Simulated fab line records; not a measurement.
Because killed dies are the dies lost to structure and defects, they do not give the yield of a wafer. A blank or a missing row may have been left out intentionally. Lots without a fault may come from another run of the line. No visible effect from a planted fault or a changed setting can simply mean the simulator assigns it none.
Which of the tools did it?	flow sky130	36 wafers from 12 lots sampled at 4 of the route's 708 steps

WHAT THE GAUGES SHOWED, per wafer
SKY_FIELD_ISO_BOW_MEAS_00.
lot	measured	on	INCOMING_BOW (um)
L689	day 1 10:00	film metro-03	7 -2 -7
L690	day 1 15:01	film metro-02	-6 -3 3
L691	day 1 20:01	film metro-03	5 5 -2
L694	day 2 11:04	film metro-02	-4 10 -2
L696	day 2 21:00	film metro-02	-4 0 5
L697	day 3 02:01	film metro-02	-6 -4 -4
L698	day 3 07:00	film metro-02	6 3 5
L702	day 4 03:01	film metro-03	7 11 -4
L703	day 4 08:02	film metro-03	-4 0 2
L710	day 5 19:00	film metro-03	5 9 4
L711	day 6 00:00	film metro-03	-16 0 4
L712	day 6 05:02	film metro-02	6 -3 2

SKY_NWELL_THK_MEAS_02.
lot	measured	on	NWELL_OXIDATION_THK (nm)
L689	day 2 18:19	film metro-02	10.35 10.28 10.27
L690	day 2 20:50	film metro-02	9.89 9.88 9.86
L691	day 3 01:14	film metro-02	10.20 10.19 10.31
L694	day 3 15:10	film metro-02	10.19 10.33 10.13
L696	day 4 01:18	film metro-02	9.97 9.90 10.01
L697	day 4 07:25	film metro-01	10.14 10.02 10.05
L698	day 4 12:07	film metro-02	9.86 9.88 9.84
L702	day 5 08:12	film metro-02	9.96 10.06 9.98
L703	day 5 12:37	film metro-01	9.80 9.91 9.84
L710	day 7 03:31	film metro-01	9.82 9.82 9.80
L711	day 7 06:53	film metro-02	9.34 9.67 9.55
L712	day 7 12:03	film metro-02	10.04 9.92 9.98

SKY_VT_ADJUST_LVTN_OVL_MEAS_07.
lot	measured	on	VT_ADJUST_LVTN_OVL (nm)
L689	day 7 03:41	overlay-02	0.5 -1.2 0.6
L690	day 7 05:29	overlay-02	1.6 0.0 0.7
L691	day 7 09:38	overlay-02	-0.1 0.0 -2.1
L694	day 8 04:15	overlay-01	181.3 180.7 180.1
L696	day 8 19:38	overlay-01	0.3 -0.7 -0.5
L697	day 9 01:38	overlay-02	183.7 183.0 182.2
L698	day 9 08:29	overlay-02	180.8 180.0 179.9
L702	day 10 10:59	overlay-02	-1.4 0.8 0.8
L703	day 10 16:06	overlay-02	1.7 0.9 -0.4
L710	day 12 16:02	overlay-01	1.5 1.1 1.8
L711	day 12 21:29	overlay-02	-0.8 0.2 0.6
L712	day 14 06:14	overlay-02	3.0 2.0 0.6

EACH LOT AND THE TOOL THAT RAN IT (in order: tool; ch and the chambers of the sampled wafers; start)
lot	SKY_VT_ADJUST_LVTN_EXPOSE_04
L689	iline stepper-01 ch 0, day 6 18:19
L690	iline stepper-02 ch 0, day 6 20:14
L691	iline stepper-01 ch 0, day 7 00:11
L694	iline stepper-02 ch 0, day 7 18:35
L696	iline stepper-01 ch 0, day 8 08:50
L697	iline stepper-02 ch 0, day 8 15:43
L698	iline stepper-02 ch 0, day 8 22:05
L702	iline stepper-01 ch 0, day 9 23:50
L703	iline stepper-01 ch 0, day 10 04:40
L710	iline stepper-01 ch 0, day 12 03:40
L711	iline stepper-01 ch 0, day 12 09:02
L712	iline stepper-01 ch 0, day 13 17:31
- SKY_VT_ADJUST_LVTN_EXPOSE_04: exposes mask NWM COMPLEMENT LESS NATIVE, target cd 840 nm.

AS READ BY THE TOOLS THEMSELVES (means over the sampled wafers that have a number; for cases with no such wafer, the mark the record gives instead)
The record holds no such reading with a usual standard deviation.

THE ANSWER, worked out from the rows above alone
Rule: usual is defined by the lots themselves. The widest of any qualifying gaps counts: lots, ordered by their means at a reading, are off when they make up no more than a third of the lots, leave a main group of 4 or more, and stand apart from it by 3 or more times the standard deviation of that group's means. The tables above print the reading to a certain number of digits; a main group whose means all agree to those digits is not used. Also off: a lot with no number at a reading for which 4 or more lots have one. Any other lot the step has rows for is counted as sound. After the gauges, taken in route order, come the tools' own readings; for these a lot's mean is taken, as printed above. At the first step where some lot is off, the reading lying furthest off is the one used; lots without a number count as furthest.
Off: L694, L697, L698, at SKY_VT_ADJUST_LVTN_OVL_MEAS_07 (VT_ADJUST_LVTN_OVL). The main group has a mean of 0.4 nm with a standard deviation of 0.8.
A tool fits if, at a process step before that reading, it ran every lot that is off, and no sound lot after the first of them. Those tools and the gauges at SKY_VT_ADJUST_LVTN_OVL_MEAS_07 are tried in the same way. One candidate fits, namely iline stepper-02 at SKY_VT_ADJUST_LVTN_EXPOSE_04. Its last sound lot is L690 (day 6 20:14), its first lot that is off L694 (day 7 18:35): a fault that began between those two fits.

WHAT WAS PUT IN BY THE SIMULATOR
Scanner matching overlay: iline stepper-02, from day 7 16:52 on, at SKY_VT_ADJUST_LVTN_EXPOSE_04. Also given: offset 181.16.
Shown lots that were struck: L694, L697, L698. The rule above found the same.
